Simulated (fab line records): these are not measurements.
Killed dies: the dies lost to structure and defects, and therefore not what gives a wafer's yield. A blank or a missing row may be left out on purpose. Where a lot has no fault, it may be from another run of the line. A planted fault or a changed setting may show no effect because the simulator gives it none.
fab line records	flow sky130	part 2 of 2: steps 27 to 42 of 42
[record] lots = 5	wafers = 15	last_day = 50
route steps=708 shown FIELD_ISO@7 NWELL@32 DNWELL@35 PWDE@45
lots that met no fault: from a run of the same line without faults
start_h: hours from the record's opening day to when the first of the lot's shown wafers began	wait_h: hours elapsed since this lot's preceding step	" as in the row above	L1.1+2: one row covering several wafers at once	- no value present, or no start provided	* or withheld: withheld	< > ~ a bound
route shown NAME@n: NAME is a module with steps in the file, n the number in the route of the first one	usual: average and standard deviation across the fault-free wafers	same: alike in all rows	chamber/n: place in a boat	sites: the reading at each site	_std_site: the values' standard deviation	_edge_site: inner sites' mean taken away from outer sites' mean	radius_mm: for every site, how far away it sits from the centre of the wafer	mask NAME#n: copy n	behind: the most recent tool/chamber to have shaped the wafer	hold: cause of the lot's hold/its duration in hours/its outcome	device: which transistor (n, p or np) failed to switch	end of line: tests run on the same wafers once the route is complete	a step given without rows: its recipe and nothing more	killed: the dies lost at the first sort to structure and to defects; this is not the yield of the wafer	map: a wafer's dies, x killed, . not, _ none there
set.NAME: the run value of the setting; set.NAME@STEP: its run value at that earlier step	model.NAME: the simulator's own value behind a step, which no gauge read
lots at selected steps of the route; one table per step, one row per wafer
services: the hour from which a tool's chamber was out of use, counted from the record's first day as start_h (under 0 if before that day), plus the number of hours and why
[[steps]]
[step SKY_NWELL_OXIDATION_01]
[recipe] temp_c = 900	ambient = O2	stabilise_s = 600	purge_s = 300	target_thk_a = 100	ox_time_s = 1418
lot.wafer	tool	chamber	start_h	wait_h
L075.1+2+6	furnace-01	0	49.93	1.8
L081.1+3+4	furnace-02	0	70.98	0.0
L083.1+2+5	furnace-01	0	81.63	1.2
L087.2+4+5	furnace-01	0	100.53	0.0
L097.1+3+4	furnace-02	0	160.59	0.4
[step SKY_NWELL_THK_MEAS_02]
[recipe] reads = SiO2_of_NWELL_OXIDATION_01
[usual] NWELL_OXIDATION_THK = 10.08/0.16
lot.wafer	tool	chamber	start_h	wait_h	NWELL_OXIDATION_THK[nm]
L075.1	film_metro-03	-	51.33	0.0	10.15
L075.2	"	-	"	"	10.40
L075.6	"	-	"	"	10.31
L081.1	film_metro-01	-	72.38	0.0	10.03
L081.3	"	-	"	"	10.02
L081.4	"	-	"	"	9.90
L083.1	film_metro-03	-	83.03	0.0	10.20
L083.2	"	-	"	"	10.24
L083.5	"	-	"	"	10.11
L087.2	film_metro-01	-	101.93	0.0	10.12
L087.4	"	-	"	"	10.11
L087.5	"	-	"	"	10.01
L097.1	film_metro-02	-	161.98	0.0	9.99
L097.3	"	-	"	"	10.24
L097.4	"	-	"	"	10.07
[step SKY_DNWELL_DEHYDRATE_00]
[recipe] temp_c = 200	time_s = 60
lot.wafer	tool	chamber	start_h	wait_h
L075.1+2+6	litho_track-03	0	58.54	7.2
L081.1+3+4	litho_track-04	0	79.79	7.4
L083.1+2+5	litho_track-04	0	91.49	8.5
L087.2+4+5	litho_track-04	0	110.66	8.7
L097.1+3+4	litho_track-01	0	172.14	10.1
[step SKY_DNWELL_HMDS_01]
[recipe] prime_time_s = 60	prime_temp_c = 120
lot.wafer	tool	chamber	start_h	wait_h
L075.1+2+6	litho_track-03	0	58.69	0.1
L081.1+3+4	litho_track-04	0	79.94	0.1
L083.1+2+5	litho_track-04	0	91.64	0.1
L087.2+4+5	litho_track-04	0	110.81	0.1
L097.1+3+4	litho_track-01	0	172.29	0.1
[step SKY_DNWELL_COAT_02]
[recipe] spin_rpm = 2000	resist_thk_nm = 3000
lot.wafer	tool	chamber	start_h	wait_h
L075.1+2+6	litho_track-03	0	58.84	0.1
L081.1+3+4	litho_track-04	0	80.09	0.1
L083.1+2+5	litho_track-04	0	91.79	0.1
L087.2+4+5	litho_track-04	0	110.96	0.1
L097.1+3+4	litho_track-01	0	172.44	0.1
[step SKY_DNWELL_SOFTBAKE_03]
[recipe] temp_c = 110	time_s = withheld
lot.wafer	tool	chamber	start_h	wait_h
L075.1+2+6	litho_track-03	0	58.99	0.1
L081.1+3+4	litho_track-04	0	80.24	0.1
L083.1+2+5	litho_track-04	0	91.94	0.1
L087.2+4+5	litho_track-04	0	111.12	0.1
L097.1+3+4	litho_track-01	0	172.59	0.1
[step SKY_DNWELL_EXPOSE_04]
[recipe] mask_id = DNM	na = 0.57	target_cd_nm = 3000	dose_mj = 222
[usual] reticle_temp_C = 22.99/0.11
lot.wafer	tool	chamber	start_h	wait_h	mask	reticle_temp_C
L075.1	iline_stepper-02	0	-	-	DNM#0	22.84
L075.2	"	0	"	"	DNM#0	22.97
L075.6	"	0	"	"	DNM#0	23.15
L081.1	iline_stepper-01	0	-	-	DNM#0	23.04
L081.3	"	0	"	"	DNM#0	23.09
L081.4	"	0	"	"	DNM#0	23.05
L083.1	iline_stepper-02	0	-	-	DNM#0	22.93
L083.2	"	0	"	"	DNM#0	23.10
L083.5	"	0	"	"	DNM#0	22.90
L087.2	iline_stepper-02	0	-	-	DNM#0	23.20
L087.4	"	0	"	"	DNM#0	23.03
L087.5	"	0	"	"	DNM#0	23.01
L097.1	iline_stepper-02	0	-	-	DNM#0	22.99
L097.3	"	0	"	"	DNM#0	23.03
L097.4	"	0	"	"	DNM#0	22.99
[step SKY_DNWELL_PEB_05]
[recipe] temp_c = 115	time_s = withheld
lot.wafer	tool	chamber	start_h	wait_h
L075.1+2+6	litho_track-01	0	-	-
L081.1+3+4	litho_track-03	0	-	-
L083.1+2+5	litho_track-01	0	-	-
L087.2+4+5	litho_track-04	0	-	-
L097.1+3+4	litho_track-01	0	-	-
[step SKY_DNWELL_DEVELOP_06]
[recipe] wall_angle_deg = 90	developer = TMAH	develop_time_s = 60	dev_temp_c = 23
lot.wafer	tool	chamber	start_h	wait_h
L075.1+2+6	litho_track-01	0	-	-
L081.1+3+4	litho_track-03	0	-	-
L083.1+2+5	litho_track-01	0	-	-
L087.2+4+5	litho_track-04	0	-	-
L097.1+3+4	litho_track-01	0	-	-
[step SKY_DNWELL_IMPLANT_07]
[recipe] species = P	energy_kev = withheld	dose_cm2 = withheld	tilt_deg = withheld
lot.wafer	tool	chamber	start_h	wait_h
L075.1+2+6	implanter-04	0	67.44	-
L081.1+3+4	implanter-04	0	89.29	-
L083.1+2+5	implanter-04	0	100.89	-
L087.2+4+5	implanter-04	0	120.46	-
L097.1+3+4	implanter-04	0	182.74	-
[step SKY_DNWELL_STRIP_08]
[recipe] chemistry = O2/N2	power_w = 1400	pressure_mtorr = 1500	platen_temp_c = withheld	o2_flow_sccm = 3000	n2_flow_sccm = 300	overash_fraction = 0.5
[usual] drypump_motor_current_A = 5.5/0.36	oes_product_au = 0.722/0.0042	strip_time_to_endpoint_s = 36.94/0.12
lot.wafer	tool	chamber	start_h	wait_h	drypump_motor_current_A	oes_product_au	rf_hours_counter_h	strip_time_to_endpoint_s
L075.1	plasma_asher-02	1	67.59	0.1	5.1	0.722	37	36.99
L075.2	"	0	"	"	5.6	0.722	37	37.04
L075.6	"	1	"	"	5.1	0.726	-	36.93
L081.1	plasma_asher-02	0	89.44	0.1	5.6	0.721	40	36.83
L081.3	"	0	"	"	5.6	0.724	-	36.98
L081.4	"	1	"	"	5.1	0.723	-	36.98
L083.1	plasma_asher-02	1	101.04	0.1	5.1	0.721	41	37.02
L083.2	"	0	"	"	5.6	0.730	41	36.97
L083.5	"	1	"	"	5.1	0.717	-	37.02
L087.2	plasma_asher-03	0	120.59	0.1	5.9	0.720	0	37.20
L087.4	"	1	"	"	5.8	0.717	-	37.09
L087.5	"	0	"	"	5.9	0.720	-	37.00
L097.1	plasma_asher-02	0	182.89	0.1	5.5	0.725	49	36.99
L097.3	"	0	"	"	5.6	0.725	-	36.92
L097.4	"	1	"	"	5.1	0.718	-	37.00
[step SKY_DNWELL_TW_MEAS_09]
[usual] DNWELL_TW = 1118/16
lot.wafer	tool	chamber	start_h	wait_h	DNWELL_TW
L075.1	film_metro-01	-	67.69	0.1	1135
L075.2	"	-	"	"	1139
L075.6	"	-	"	"	1135
L081.1	film_metro-02	-	89.54	0.1	1118
L081.3	"	-	"	"	1120
L081.4	"	-	"	"	1109
L083.1	film_metro-03	-	101.14	0.1	1102
L083.2	"	-	"	"	1106
L083.5	"	-	"	"	1104
L087.2	film_metro-03	-	120.70	0.1	1104
L087.4	"	-	"	"	1105
L087.5	"	-	"	"	1104
L097.1	film_metro-03	-	182.99	0.1	1098
L097.3	"	-	"	"	1108
L097.4	"	-	"	"	1105
[step SKY_PWDE_DEHYDRATE_00]
[recipe] temp_c = 200	time_s = 60
lot.wafer	tool	chamber	start_h	wait_h
L075.1+2+6	litho_track-02	0	75.54	7.8
L081.1+3+4	litho_track-02	0	98.14	8.6
L083.1+2+5	litho_track-04	0	109.99	8.8
L087.2+4+5	litho_track-02	0	128.82	8.1
L097.1+3+4	litho_track-04	0	193.04	10.0
[step SKY_PWDE_HMDS_01]
[recipe] prime_time_s = 60	prime_temp_c = 120
lot.wafer	tool	chamber	start_h	wait_h
L075.1+2+6	litho_track-02	0	75.69	0.1
L081.1+3+4	litho_track-02	0	98.29	0.1
L083.1+2+5	litho_track-04	0	110.14	0.1
L087.2+4+5	litho_track-02	0	128.97	0.1
L097.1+3+4	litho_track-04	0	193.19	0.1
[step SKY_PWDE_COAT_02]
[recipe] spin_rpm = 2000	resist_thk_nm = 3000
lot.wafer	tool	chamber	start_h	wait_h
L075.1+2+6	litho_track-02	0	75.84	0.1
L081.1+3+4	litho_track-02	0	98.44	0.1
L083.1+2+5	litho_track-04	0	110.29	0.1
L087.2+4+5	litho_track-02	0	129.12	0.1
L097.1+3+4	litho_track-04	0	193.34	0.1
[step SKY_PWDE_SOFTBAKE_03]
[recipe] temp_c = 110	time_s = withheld
lot.wafer	tool	chamber	start_h	wait_h
L075.1+2+6	litho_track-02	0	75.99	0.1
L081.1+3+4	litho_track-02	0	98.59	0.1
L083.1+2+5	litho_track-04	0	110.44	0.1
L087.2+4+5	litho_track-02	0	129.28	0.1
L097.1+3+4	litho_track-04	0	193.49	0.1
[[services]]
tool	chamber	start_h	hours	kind
krf_scanner-01	-	9.48	0.8	pm
hdpcvd-02	-	16.63	2.8	pm
iline_stepper-02	-	25.21	1.7	pm
furnace-01	-	39.95	3.0	pm
rie_si-01	2	56.78	11.5	repair
cmp-01	-	64.03	4.0	pm
hdpcvd-02	2	73.07	4.2	repair
implanter-04	-	82.05	1.3	repair
krf_scanner-01	-	90.70	0.4	repair
cmp-01	-	91.08	0.9	repair
krf_scanner-01	-	95.90	0.2	repair
furnace-02	-	103.13	5.0	pm
wet_bench-02	-	104.95	4.4	pm
rie_diel-01	1	107.54	8.1	repair
rie_si-01	2	112.09	9.6	repair
plasma_asher-02	-	114.53	4.2	repair
rie_si-01	-	124.26	2.9	repair
iline_stepper-02	-	124.49	12.8	repair
implanter-04	-	131.52	2.7	repair
hdpcvd-02	0	134.46	6.6	repair
rie_si-01	1	146.45	3.5	repair
furnace-02	-	161.98	3.1	pm
furnace-02	-	166.63	3.3	pm
wet_bench-02	-	181.89	0.5	repair
